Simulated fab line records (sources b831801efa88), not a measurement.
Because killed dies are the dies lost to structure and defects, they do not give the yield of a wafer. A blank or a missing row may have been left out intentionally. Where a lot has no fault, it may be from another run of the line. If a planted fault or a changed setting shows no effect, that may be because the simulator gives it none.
Split-lot trial / flow gf180mcu / on a route of 602 steps: 5 lots, 23 wafers read

THE SPLIT
At GF_HV_LDD_DEVELOP_06 (develop time 60 s), the setting develop time s was moved away from the recipe's 60 s on 9 of the 23 wafers read, by -14.2% to -5.3%. The other wafers ran this setting at the recipe's value.

No step appears in the file between the split and the reading.

THE READING
At GF_HV_LDD_CD_MEAS_07: cd nm in nanometres, against a target cd of 400 nm. On this fab line, fault-free wafers typically give 399.5 nm with a standard deviation of 2 nm.

wafer=L076.2; tool, chamber at the split=litho track-01, 0; develop time s as run, s=60; against the recipe=recipe; cd nm, nm=399.1; against lot-mates on the recipe=-
wafer=L076.3; tool, chamber at the split=litho track-01, 0; develop time s as run, s=60; against the recipe=recipe; cd nm, nm=403.0; against lot-mates on the recipe=-
wafer=L076.4; tool, chamber at the split=litho track-01, 0; develop time s as run, s=60; against the recipe=recipe; cd nm, nm=401.2; against lot-mates on the recipe=-
wafer=L077.1; tool, chamber at the split=litho track-01, 0; develop time s as run, s=51.47; against the recipe=-14.2%; cd nm, nm=381.6; against lot-mates on the recipe=-18.1
wafer=L077.2; tool, chamber at the split=litho track-01, 0; develop time s as run, s=51.47; against the recipe=-14.2%; cd nm, nm=385.0; against lot-mates on the recipe=-14.8
wafer=L077.3; tool, chamber at the split=litho track-01, 0; develop time s as run, s=60; against the recipe=recipe; cd nm, nm=398.3; against lot-mates on the recipe=-
wafer=L077.4; tool, chamber at the split=litho track-01, 0; develop time s as run, s=60; against the recipe=recipe; cd nm, nm=401.2; against lot-mates on the recipe=-
wafer=L077.5; tool, chamber at the split=litho track-01, 0; develop time s as run, s=51.47; against the recipe=-14.2%; cd nm, nm=384.0; against lot-mates on the recipe=-15.8
wafer=L080.1; tool, chamber at the split=litho track-03, 0; develop time s as run, s=56.8; against the recipe=-5.3%; cd nm, nm=395.6; against lot-mates on the recipe=-8.8
wafer=L080.2; tool, chamber at the split=litho track-03, 0; develop time s as run, s=56.8; against the recipe=-5.3%; cd nm, nm=400.4; against lot-mates on the recipe=-4.0
wafer=L080.3; tool, chamber at the split=litho track-03, 0; develop time s as run, s=60; against the recipe=recipe; cd nm, nm=407.5; against lot-mates on the recipe=-
wafer=L080.4; tool, chamber at the split=litho track-03, 0; develop time s as run, s=60; against the recipe=recipe; cd nm, nm=401.2; against lot-mates on the recipe=-
wafer=L080.6; tool, chamber at the split=litho track-03, 0; develop time s as run, s=56.8; against the recipe=-5.3%; cd nm, nm=401.0; against lot-mates on the recipe=-3.4
wafer=L082.1; tool, chamber at the split=litho track-01, 0; develop time s as run, s=60; against the recipe=recipe; cd nm, nm=401.5; against lot-mates on the recipe=-
wafer=L082.2; tool, chamber at the split=litho track-01, 0; develop time s as run, s=60; against the recipe=recipe; cd nm, nm=401.5; against lot-mates on the recipe=-
wafer=L082.3; tool, chamber at the split=litho track-01, 0; develop time s as run, s=55.58; against the recipe=-7.4%; cd nm, nm=390.5; against lot-mates on the recipe=-11.0
wafer=L082.4; tool, chamber at the split=litho track-01, 0; develop time s as run, s=55.58; against the recipe=-7.4%; cd nm, nm=394.3; against lot-mates on the recipe=-7.2
wafer=L082.6; tool, chamber at the split=litho track-01, 0; develop time s as run, s=55.58; against the recipe=-7.4%; cd nm, nm=390.3; against lot-mates on the recipe=-11.2
wafer=L083.2; tool, chamber at the split=litho track-01, 0; develop time s as run, s=60; against the recipe=recipe; cd nm, nm=395.4; against lot-mates on the recipe=-
wafer=L083.3; tool, chamber at the split=litho track-01, 0; develop time s as run, s=60; against the recipe=recipe; cd nm, nm=395.0; against lot-mates on the recipe=-
wafer=L083.4; tool, chamber at the split=litho track-01, 0; develop time s as run, s=60; against the recipe=recipe; cd nm, nm=398.5; against lot-mates on the recipe=-
wafer=L083.5; tool, chamber at the split=litho track-01, 0; develop time s as run, s=60; against the recipe=recipe; cd nm, nm=397.4; against lot-mates on the recipe=-
wafer=L083.6; tool, chamber at the split=litho track-01, 0; develop time s as run, s=60; against the recipe=recipe; cd nm, nm=397.9; against lot-mates on the recipe=-

THE FIT
A straight line over all 23 wafers: cd nm changes by +1.1 nm for each +1% of develop time s; r = +0.86; the points scatter about the line by 3.4 nm.
The same after taking each lot's own level away (the mean of its wafers on the recipe; 23 wafers): +1.16 nm for each +1%; r = +0.95; scatter 2 nm.
The reading moves by 17 nm for the largest change in develop time s, on that fit.
The lots' own levels span 396.84 to 404.35 nm, that is 3.8 times the standard deviation above.
So the lot-to-lot level changes the slope little: the two slopes agree.
Check: -16 nm against its lot-mates is what the line predicts for one of the wafers moved furthest among these (-14.2%) when that wafer is left out of the fit. Against them it came out at -18.1 nm.

OTHER SPLITS APPLIED TO THESE WAFERS
Other splits were also applied to these wafers ahead of the reading. Each is held against what the fit with the lots' levels taken away leaves over:
other split on the same wafers=GF_VT_IMPLANT_IMPLANT_19 energy kev; wafers away from the commonest value=7; r with cd nm (lot level and that fit taken away)=+0.00
other split on the same wafers=GF_VT_IMPLANT_COAT_24 spin rpm; wafers away from the commonest value=7; r with cd nm (lot level and that fit taken away)=-0.08
other split on the same wafers=GF_VT_IMPLANT_DEVELOP_28 dev temp c; wafers away from the commonest value=5; r with cd nm (lot level and that fit taken away)=+0.01
other split on the same wafers=GF_DUAL_GATE_OXIDATION_02 ox time s; wafers away from the commonest value=18; r with cd nm (lot level and that fit taken away)=-0.13
other split on the same wafers=GF_POLY_GATE_ETCH_13 icp w; wafers away from the commonest value=10; r with cd nm (lot level and that fit taken away)=-0.13
other split on the same wafers=GF_HV_LDD_COAT_02 resist thk nm; wafers away from the commonest value=6; r with cd nm (lot level and that fit taken away)=-0.56

FILE'S OWN FIT
cd nm changes by +1.16 nm for each +1% of develop time s, r = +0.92.
